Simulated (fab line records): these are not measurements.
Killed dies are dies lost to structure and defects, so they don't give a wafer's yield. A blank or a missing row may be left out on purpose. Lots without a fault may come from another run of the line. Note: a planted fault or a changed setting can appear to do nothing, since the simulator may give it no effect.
Which of the tools did it? / flow sky130 / 13 lots, 39 wafers sampled, at 4 steps of a route of 708

## WHAT THE GAUGES SHOWED, per wafer
SKY_VT_ADJUST_HVTR_TW_MEAS_11. Usual: for VT_ADJUST_HVTR_TW the level is 209.7 and the standard deviation is 1.5.
lot=L963; measured=day 9 22:21; on=film-metro-04; VT_ADJUST_HVTR_TW=211.4 210.6 211.4; flag=
lot=L964; measured=day 10 06:35; on=film-metro-02; VT_ADJUST_HVTR_TW=209.2 207.9 209.6; flag=
lot=L966; measured=day 10 17:15; on=film-metro-02; VT_ADJUST_HVTR_TW=208.6 208.2 209.4; flag=
lot=L967; measured=day 11 00:22; on=film-metro-01; VT_ADJUST_HVTR_TW=209.9 208.0 208.8; flag=
lot=L969; measured=day 11 13:31; on=film-metro-02; VT_ADJUST_HVTR_TW=210.9 211.1 209.7; flag=
lot=L976; measured=day 13 13:44; on=film-metro-01; VT_ADJUST_HVTR_TW=208.7 207.9 208.0; flag=
lot=L977; measured=day 13 20:16; on=film-metro-02; VT_ADJUST_HVTR_TW=208.1 208.7 207.9; flag=
lot=L978; measured=day 14 08:15; on=film-metro-01; VT_ADJUST_HVTR_TW=207.1 206.7 206.9; flag=
lot=L979; measured=day 14 15:09; on=film-metro-04; VT_ADJUST_HVTR_TW=212.0 212.8 212.6; flag=
lot=L981; measured=day 15 05:47; on=film-metro-04; VT_ADJUST_HVTR_TW=212.2 210.1 211.3; flag=
lot=L982; measured=day 15 12:54; on=film-metro-04; VT_ADJUST_HVTR_TW=212.0 209.8 210.0; flag=
lot=L983; measured=day 15 15:59; on=film-metro-02; VT_ADJUST_HVTR_TW=208.7 208.2 210.0; flag=
lot=L985; measured=day 16 10:32; on=film-metro-04; VT_ADJUST_HVTR_TW=212.2 212.0 211.7; flag=

SKY_SONOS_ONO_CD_MEAS_13 targets a cd of 410 nm. Usual: cd-nm at 410.2 nm, with a standard deviation of 2.1.
lot=L963; measured=day 13 02:45; on=cd-sem-01; cd-nm (nm)=412.6 413.9 410.9; flag=
lot=L964; measured=day 14 16:00; on=cd-sem-02; cd-nm (nm)=410.6 408.8 410.3; flag=
lot=L966; measured=day 14 16:18; on=cd-sem-02; cd-nm (nm)=412.8 410.8 410.5; flag=
lot=L967; measured=day 14 17:41; on=cd-sem-01; cd-nm (nm)=412.7 410.6 412.3; flag=
lot=L969; measured=day 15 00:14; on=cd-sem-02; cd-nm (nm)=410.3 410.2 410.3; flag=
lot=L976; measured=day 17 03:12; on=cd-sem-01; cd-nm (nm)=407.6 406.1 408.3; flag=
lot=L977; measured=day 17 12:25; on=cd-sem-02; cd-nm (nm)=412.4 412.0 410.3; flag=
lot=L978; measured=day 17 21:34; on=cd-sem-02; cd-nm (nm)=408.7 408.6 409.0; flag=
lot=L979; measured=day 18 06:41; on=cd-sem-02; cd-nm (nm)=409.9 411.1 409.3; flag=
lot=L981; measured=day 19 05:48; on=cd-sem-01; cd-nm (nm)=407.6 404.8 404.2; flag=
lot=L982; measured=day 19 08:41; on=cd-sem-01; cd-nm (nm)=410.0 411.0 409.5; flag=
lot=L983; measured=day 19 14:56; on=cd-sem-01; cd-nm (nm)=405.8 407.8 409.2; flag=
lot=L985; measured=day 20 09:32; on=cd-sem-02; cd-nm (nm)=409.5 409.1 408.3; flag=

SKY_GATE_OXIDE_TW_MEAS_14. Usual: for GATE_OXIDE_TW the level is 222.9 and the standard deviation is 2.2.
lot=L963; measured=day 14 06:20; on=film-metro-01; GATE_OXIDE_TW=220.4 219.9 220.6; flag=
lot=L964; measured=day 15 19:44; on=film-metro-04; GATE_OXIDE_TW=225.2 225.5 224.9; flag=
lot=L966; measured=day 15 21:09; on=film-metro-02; GATE_OXIDE_TW=222.7 223.1 222.3; flag=
lot=L967; measured=day 16 01:06; on=film-metro-01; GATE_OXIDE_TW=221.1 221.3 220.8; flag=
lot=L969; measured=day 16 07:20; on=film-metro-02; GATE_OXIDE_TW=223.7 224.1 223.7; flag=
lot=L976; measured=day 18 10:14; on=film-metro-01; GATE_OXIDE_TW=221.9 221.3 220.7; flag=
lot=L977; measured=day 18 20:21; on=film-metro-04; GATE_OXIDE_TW=225.9 225.1 226.0; flag=
lot=L978; measured=day 19 08:17; on=film-metro-01; GATE_OXIDE_TW=221.4 221.9 221.8; flag=
lot=L979; measured=day 19 16:55; on=film-metro-01; GATE_OXIDE_TW=220.4 222.7 221.5; flag=
lot=L981; measured=day 20 14:04; on=film-metro-04; GATE_OXIDE_TW=224.7 226.6 226.2; flag=
lot=L982; measured=day 20 18:25; on=film-metro-02; GATE_OXIDE_TW=221.5 222.2 221.3; flag=
lot=L983; measured=day 21 00:25; on=film-metro-02; GATE_OXIDE_TW=222.7 222.8 223.0; flag=
lot=L985; measured=day 21 19:25; on=film-metro-01; GATE_OXIDE_TW=219.7 221.3 220.1; flag=

## WHICH TOOL RAN EACH LOT (tool, then ch and the chambers of the sampled wafers, then the start)
lot=L963; SKY_SONOS_ONO_STRIP_17=plasma-asher-01 ch 0,1, day 13 03:01
lot=L964; SKY_SONOS_ONO_STRIP_17=plasma-asher-02 ch 0,1, day 14 16:16
lot=L966; SKY_SONOS_ONO_STRIP_17=plasma-asher-01 ch 0,1, day 14 16:34
lot=L967; SKY_SONOS_ONO_STRIP_17=plasma-asher-04 ch 0,1, day 14 17:56
lot=L969; SKY_SONOS_ONO_STRIP_17=plasma-asher-04 ch 0,1, day 15 00:30
lot=L976; SKY_SONOS_ONO_STRIP_17=plasma-asher-04 ch 0,1, day 17 03:29
lot=L977; SKY_SONOS_ONO_STRIP_17=plasma-asher-04 ch 0,1, day 17 12:41
lot=L978; SKY_SONOS_ONO_STRIP_17=plasma-asher-04 ch 0,1, day 17 21:49
lot=L979; SKY_SONOS_ONO_STRIP_17=plasma-asher-01 ch 0,1, day 18 06:57
lot=L981; SKY_SONOS_ONO_STRIP_17=plasma-asher-01 ch 0,1, day 19 06:04
lot=L982; SKY_SONOS_ONO_STRIP_17=plasma-asher-01 ch 0,1, day 19 08:58
lot=L983; SKY_SONOS_ONO_STRIP_17=plasma-asher-01 ch 0,1, day 19 15:13
lot=L985; SKY_SONOS_ONO_STRIP_17=plasma-asher-02 ch 0,1, day 20 09:53
- SKY_SONOS_ONO_STRIP_17: strips in O2/N2.

## WHAT THE TOOLS THEMSELVES READ (means of the sampled wafers that have a number; where no wafer has one, the mark that the record gives instead)
SKY_SONOS_ONO_STRIP_17. Usual: drypump-motor-current-A 5.5 A, standard deviation 0.39; o2-flow-sccm 3000 sccm, standard deviation 8.7; oes-product-au 0.710 a.u., standard deviation 0.0046; strip-time-to-endpoint-s 14.10 s, standard deviation 0.039.
lot=L963; tool=plasma-asher-01; drypump-motor-current-A (A)=5.4; o2-flow-sccm (sccm)=3011; oes-product-au (a.u.)=0.710; strip-time-to-endpoint-s (s)=14.14; flag=
lot=L964; tool=plasma-asher-02; drypump-motor-current-A (A)=5.1; o2-flow-sccm (sccm)=3010; oes-product-au (a.u.)=0.712; strip-time-to-endpoint-s (s)=14.13; flag=
lot=L966; tool=plasma-asher-01; drypump-motor-current-A (A)=5.4; o2-flow-sccm (sccm)=3006; oes-product-au (a.u.)=0.869; strip-time-to-endpoint-s (s)=-; flag=OFF
lot=L967; tool=plasma-asher-04; drypump-motor-current-A (A)=6.0; o2-flow-sccm (sccm)=3003; oes-product-au (a.u.)=0.706; strip-time-to-endpoint-s (s)=14.10; flag=
lot=L969; tool=plasma-asher-04; drypump-motor-current-A (A)=6.0; o2-flow-sccm (sccm)=2996; oes-product-au (a.u.)=0.707; strip-time-to-endpoint-s (s)=14.07; flag=
lot=L976; tool=plasma-asher-04; drypump-motor-current-A (A)=6.0; o2-flow-sccm (sccm)=3000; oes-product-au (a.u.)=0.706; strip-time-to-endpoint-s (s)=14.12; flag=
lot=L977; tool=plasma-asher-04; drypump-motor-current-A (A)=6.0; o2-flow-sccm (sccm)=2996; oes-product-au (a.u.)=0.711; strip-time-to-endpoint-s (s)=14.14; flag=
lot=L978; tool=plasma-asher-04; drypump-motor-current-A (A)=6.0; o2-flow-sccm (sccm)=2998; oes-product-au (a.u.)=0.713; strip-time-to-endpoint-s (s)=14.09; flag=
lot=L979; tool=plasma-asher-01; drypump-motor-current-A (A)=5.4; o2-flow-sccm (sccm)=2994; oes-product-au (a.u.)=0.711; strip-time-to-endpoint-s (s)=14.12; flag=
lot=L981; tool=plasma-asher-01; drypump-motor-current-A (A)=5.4; o2-flow-sccm (sccm)=3008; oes-product-au (a.u.)=0.709; strip-time-to-endpoint-s (s)=14.06; flag=
lot=L982; tool=plasma-asher-01; drypump-motor-current-A (A)=5.4; o2-flow-sccm (sccm)=3001; oes-product-au (a.u.)=0.709; strip-time-to-endpoint-s (s)=14.11; flag=
lot=L983; tool=plasma-asher-01; drypump-motor-current-A (A)=5.4; o2-flow-sccm (sccm)=2990; oes-product-au (a.u.)=0.706; strip-time-to-endpoint-s (s)=14.07; flag=
lot=L985; tool=plasma-asher-02; drypump-motor-current-A (A)=5.2; o2-flow-sccm (sccm)=2994; oes-product-au (a.u.)=0.708; strip-time-to-endpoint-s (s)=14.01; flag=

## THE ANSWER, worked out from the rows above alone
Rule: a lot is off if the mean of its wafers that have a number lies more than 3 standard deviations from the usual mean. Also off: a lot with no number at a reading for which 4 or more lots have one. All remaining lots with rows at the step are treated as sound. The gauges are gone through in route order, then the tools' own readings, and for those a lot's mean is taken as printed above. The first step at which some lot is off is used, and at that step the reading that is off furthest; a lot without a number counts as furthest.
Off: L966, at SKY_SONOS_ONO_STRIP_17 (strip-time-to-endpoint-s). Without a number there: L966.
A tool fits if, at that step or a process step before it, it ran every lot that is off, and no sound lot after the first of them. Of those tried, none fits.

## WHAT HAD BEEN PUT IN BY THE SIMULATOR
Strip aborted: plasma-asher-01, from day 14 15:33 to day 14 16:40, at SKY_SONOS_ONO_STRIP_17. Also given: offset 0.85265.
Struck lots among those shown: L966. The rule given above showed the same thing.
